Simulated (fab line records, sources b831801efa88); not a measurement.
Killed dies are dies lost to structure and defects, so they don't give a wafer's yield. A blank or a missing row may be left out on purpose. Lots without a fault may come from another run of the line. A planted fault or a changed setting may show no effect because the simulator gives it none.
One fault seen from 2 desks | flow gf180mcu | each desk has only its own numbers; what lay behind them comes last

THE METROLOGY DESK
What the gauges read, lot by lot, whatever tool the lot ran on: means of the sampled wafers that have a number. A lot is out of limits, marked OUT, if its mean lies more than 4 standard deviations from the usual mean; the brackets give that distance.
Columns: A = CONTACT_W_RS at GF_CONTACT_RS_MEAS_25, usual 0.384 ohm/sq; B = CONTACT_W_THK at GF_CONTACT_THK_MEAS_26, usual 301 nm; C = cd_nm at GF_M1_CD_MEAS_14, usual 229.7 nm; D = V3_OVL at GF_V3_OVL_MEAS_15, usual -1 nm
lot  | first seen here | A     | B   | C     | D
L619 | day 16 22:06    | 0.388 | 298 | 227.3 | -5
L620 | day 17 05:55    | 0.384 | 305 | 230.2 | -4
L621 | day 18 00:58    | 0.372 | 315 | 227.3 | 1
L622 | day 18 14:02    | 0.382 | 306 | 228.1 | -9
L623 | day 18 16:02    | 0.383 | 306 | 229.6 | 7
L631 | day 21 10:14    | 0.386 | 295 | 229.3 | 7
L632 | day 21 14:36    | 0.384 | 304 | 228.2 | -3
L633 | day 22 00:26    | 0.391 | 299 | 231.0 | 6
L634 | day 22 10:05    | 0.388 | 296 | 228.3 | 0
L637 | day 23 10:46    | 0.384 | 298 | 228.9 | 1
L639 | day 23 22:40    | 0.387 | 296 | 231.3 | 6
L640 | day 24 17:28    | 0.381 | 300 | 231.6 | -6
This desk's finding: nothing out of limits on any of the 12 lots.

THE TOOL OWNER'S DESK: cvd_w-02
The tool's own readings at GF_CONTACT_CVD_24 (deposits W, target thk 300 nm, time 90.339 s): means of the sampled wafers that have a number, for each lot that ran on this tool. A lot is out of limits, marked OUT, if its mean lies more than 4 standard deviations from the usual mean; the brackets give that distance.
Columns: A = heater_power_w at GF_CONTACT_CVD_24, usual 833 W
lot  | first seen here | A
L619 | day 16 21:58    | 828
L620 | day 17 05:49    | 819
L621 | day 18 00:52    | 838
L622 | day 18 13:56    | 825
L631 | day 21 10:08    | 842
L633 | day 22 00:20    | 828
L634 | day 22 09:58    | 835
L637 | day 23 10:40    | 840
L639 | day 23 22:32    | 842
This desk's finding: nothing out of limits on any of the 9 lots.

PUT TOGETHER
The metrology desk saw nothing out of limits.
The tool owner's desk saw nothing out of limits.

WHAT THE SIMULATOR HAD PUT IN
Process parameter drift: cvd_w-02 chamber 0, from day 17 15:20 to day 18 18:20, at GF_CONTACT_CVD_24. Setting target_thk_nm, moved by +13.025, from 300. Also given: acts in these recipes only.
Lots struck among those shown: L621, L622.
